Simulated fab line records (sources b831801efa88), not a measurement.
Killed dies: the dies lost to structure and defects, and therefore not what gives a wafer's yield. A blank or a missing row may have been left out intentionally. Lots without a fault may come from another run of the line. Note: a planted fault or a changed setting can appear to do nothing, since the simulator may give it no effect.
Which tool was responsible? ; flow gf180mcu ; 13 lots with 39 wafers sampled at 5 steps, on a route of 602 steps

== WHAT THE GAUGES READ, wafer by wafer ==
GF_HV_LDD_TW_MEAS_50. Usual: for HV_LDD_4_TW the level is 566 and the standard deviation is 3.5.
lot;measured;on;HV_LDD_4_TW;flag
L809;day 12 09:41;film_metro-01;563 564 564;
L811;day 13 01:51;film_metro-02;564 564 562;
L812;day 13 11:19;film_metro-04;570 576 573;
L813;day 13 23:23;film_metro-04;572 571 572;
L817;day 15 02:28;film_metro-04;569 569 569;
L818;day 15 07:22;film_metro-02;567 563 563;
L820;day 16 10:23;film_metro-02;564 565 567;
L823;day 17 06:31;film_metro-04;569 571 570;
L824;day 17 17:37;film_metro-04;572 572 572;
L826;day 18 07:42;film_metro-02;564 565 567;
L827;day 18 18:02;film_metro-02;565 565 569;
L828;day 18 19:15;film_metro-01;566 568 571;
L830;day 19 11:54;film_metro-02;568 568 569;

GF_HV_LDD_RS_MEAS_53: measurement is done with a four-point probe. Usual: for HV_LDD_RS the level is 418.4 ohm/sq and the standard deviation is 0.9.
lot;measured;on;HV_LDD_RS (ohm/sq);flag
L809;day 12 09:53;film_metro-04;419.4 419.0 418.8;
L811;day 13 02:02;film_metro-04;419.3 418.9 419.6;
L812;day 13 11:31;film_metro-01;419.1 418.9 418.7;
L813;day 13 23:36;film_metro-04;417.9 418.7 418.0;
L817;day 15 02:40;film_metro-01;417.4 418.3 418.3;
L818;day 15 07:32;film_metro-04;417.8 418.3 417.9;
L820;day 16 10:34;film_metro-02;418.5 418.1 418.5;
L823;day 17 06:42;film_metro-02;418.0 418.8 418.8;
L824;day 17 17:50;film_metro-04;417.0 417.6 416.9;
L826;day 18 07:52;film_metro-01;419.8 420.3 419.8;
L827;day 18 18:14;film_metro-01;418.5 418.1 417.9;
L828;day 18 19:26;film_metro-02;418.4 418.6 418.5;
L830;day 19 12:13;film_metro-02;423.3 422.4 422.6;OFF

GF_PSD_OVL_MEAS_08. Usual: for PSD_OVL the level is -0.4 nm and the standard deviation is 1.3.
lot;measured;on;PSD_OVL (nm);flag
L809;day 14 04:10;overlay-01;1.2 0.2 -2.4;
L811;day 14 21:38;overlay-01;-1.4 -1.4 -2.5;
L812;day 15 07:49;overlay-01;0.3 -0.4 -1.1;
L813;day 15 21:46;overlay-01;0.1 1.7 1.4;
L817;day 17 01:39;overlay-01;-0.4 -0.3 0.8;
L818;day 17 06:36;overlay-01;1.4 2.7 3.0;
L820;day 18 12:48;overlay-01;0.2 -0.7 0.5;
L823;day 19 09:55;overlay-02;-0.3 0.0 0.2;
L824;day 19 21:31;overlay-01;-2.4 0.7 1.0;
L826;day 20 11:39;overlay-01;-1.0 0.2 -2.0;
L827;day 20 21:29;overlay-02;1.0 2.0 -0.2;
L828;day 20 23:18;overlay-01;1.1 0.9 -0.7;
L830;day 21 15:41;overlay-01;-0.6 -0.4 -0.8;

== EACH LOT AND THE TOOL THAT RAN IT (in order: tool; ch and the chambers of the sampled wafers; start) ==
lot;GF_HV_LDD_IMPLANT_33;GF_HV_LDD_ETCHBACK_58
L809;implanter-04 ch 0, day 11 13:38;rie_diel-04 ch 0,1,3, day 12 12:32
L811;implanter-02 ch 0, day 12 05:59;rie_diel-02 ch 0,2, day 13 04:51
L812;implanter-03 ch 0, day 12 14:43;rie_diel-02 ch 0,1,2, day 13 14:11
L813;implanter-04 ch 0, day 13 02:34;rie_diel-04 ch 0,1, day 14 03:07
L817;implanter-03 ch 0, day 14 05:03;rie_diel-04 ch 0,3, day 15 05:19
L818;implanter-03 ch 0, day 14 09:11;rie_diel-04 ch 1,2,3, day 15 10:14
L820;implanter-03 ch 0, day 15 11:59;rie_diel-04 ch 1,2, day 16 13:16
L823;implanter-02 ch 0, day 16 06:31;rie_diel-03 ch 0,3, day 17 09:22
L824;implanter-04 ch 0, day 16 17:13;rie_diel-02 ch 1,2,3, day 17 21:13
L826;implanter-03 ch 0, day 17 07:37;rie_diel-04 ch 0,1,2, day 18 10:34
L827;implanter-03 ch 0, day 17 17:07;rie_diel-03 ch 1,2,3, day 18 20:55
L828;implanter-04 ch 0, day 17 18:56;rie_diel-04 ch 0,3, day 18 23:14
L830;implanter-03 ch 0, day 18 10:58;rie_diel-04 ch 2,3, day 19 14:53
- GF_HV_LDD_IMPLANT_33
- GF_HV_LDD_ETCHBACK_58: etches Si3N4 in CH3F/O2, stops on SiO2, time 100 s, target depth 90 nm.

== AS READ BY THE TOOLS THEMSELVES (means over the sampled wafers that have a number; for cases with no such wafer, the mark the record gives instead) ==
GF_HV_LDD_ETCHBACK_58. Usual: drypump_motor_current_A 5.5 A, standard deviation 0.53; oes_product_au 0.839 a.u., standard deviation 0.0053; rf_fwd_power_W 397.1 W, standard deviation 1.3; throttle_valve_pct 10.560 %, standard deviation 0.0086.
lot;tool;drypump_motor_current_A (A);oes_product_au (a.u.);rf_fwd_power_W (W);throttle_valve_pct (%);flag
L809;rie_diel-04;5.3;0.841;397.0;10.563;
L811;rie_diel-02;6.2;0.839;397.2;10.562;
L812;rie_diel-02;5.9;0.840;397.1;10.562;
L813;rie_diel-04;5.1;0.842;397.1;10.550;
L817;rie_diel-04;5.0;0.835;396.4;10.563;
L818;rie_diel-04;5.2;0.843;397.4;10.550;
L820;rie_diel-04;5.0;0.840;397.6;10.561;
L823;rie_diel-03;5.8;0.839;395.7;10.555;
L824;rie_diel-02;5.6;0.836;397.9;10.565;
L826;rie_diel-04;5.1;0.832;397.1;10.562;
L827;rie_diel-03;5.7;0.840;396.2;10.555;
L828;rie_diel-04;5.1;0.840;396.9;10.550;
L830;rie_diel-04;5.0;0.841;396.5;10.558;

== THE ANSWER, worked out from the rows above alone ==
Rule: take the mean of a lot's wafers that have a number; if it is more than 3 standard deviations from the usual mean, the lot is off. A lot without any number at a reading at which 4 lots or more have one is off too. All remaining lots with rows at the step are treated as sound. After the gauges, taken in route order, come the tools' own readings; for these a lot's mean is taken, as printed above. At the first step where some lot is off, the reading lying furthest off is the one used; lots without a number count as furthest.
Off: at GF_HV_LDD_RS_MEAS_53 (HV_LDD_RS), L830.
A tool fits if, at a process step before that reading, it ran every lot that is off, and no sound lot after the first of them. The gauges at GF_HV_LDD_RS_MEAS_53 are tried like those tools. 2 tools fit, implanter-03 at GF_HV_LDD_IMPLANT_33 and film_metro-02 at GF_HV_LDD_RS_MEAS_53, so this cannot tell which one it is.

== WHAT THE SIMULATOR HAD INSERTED ==
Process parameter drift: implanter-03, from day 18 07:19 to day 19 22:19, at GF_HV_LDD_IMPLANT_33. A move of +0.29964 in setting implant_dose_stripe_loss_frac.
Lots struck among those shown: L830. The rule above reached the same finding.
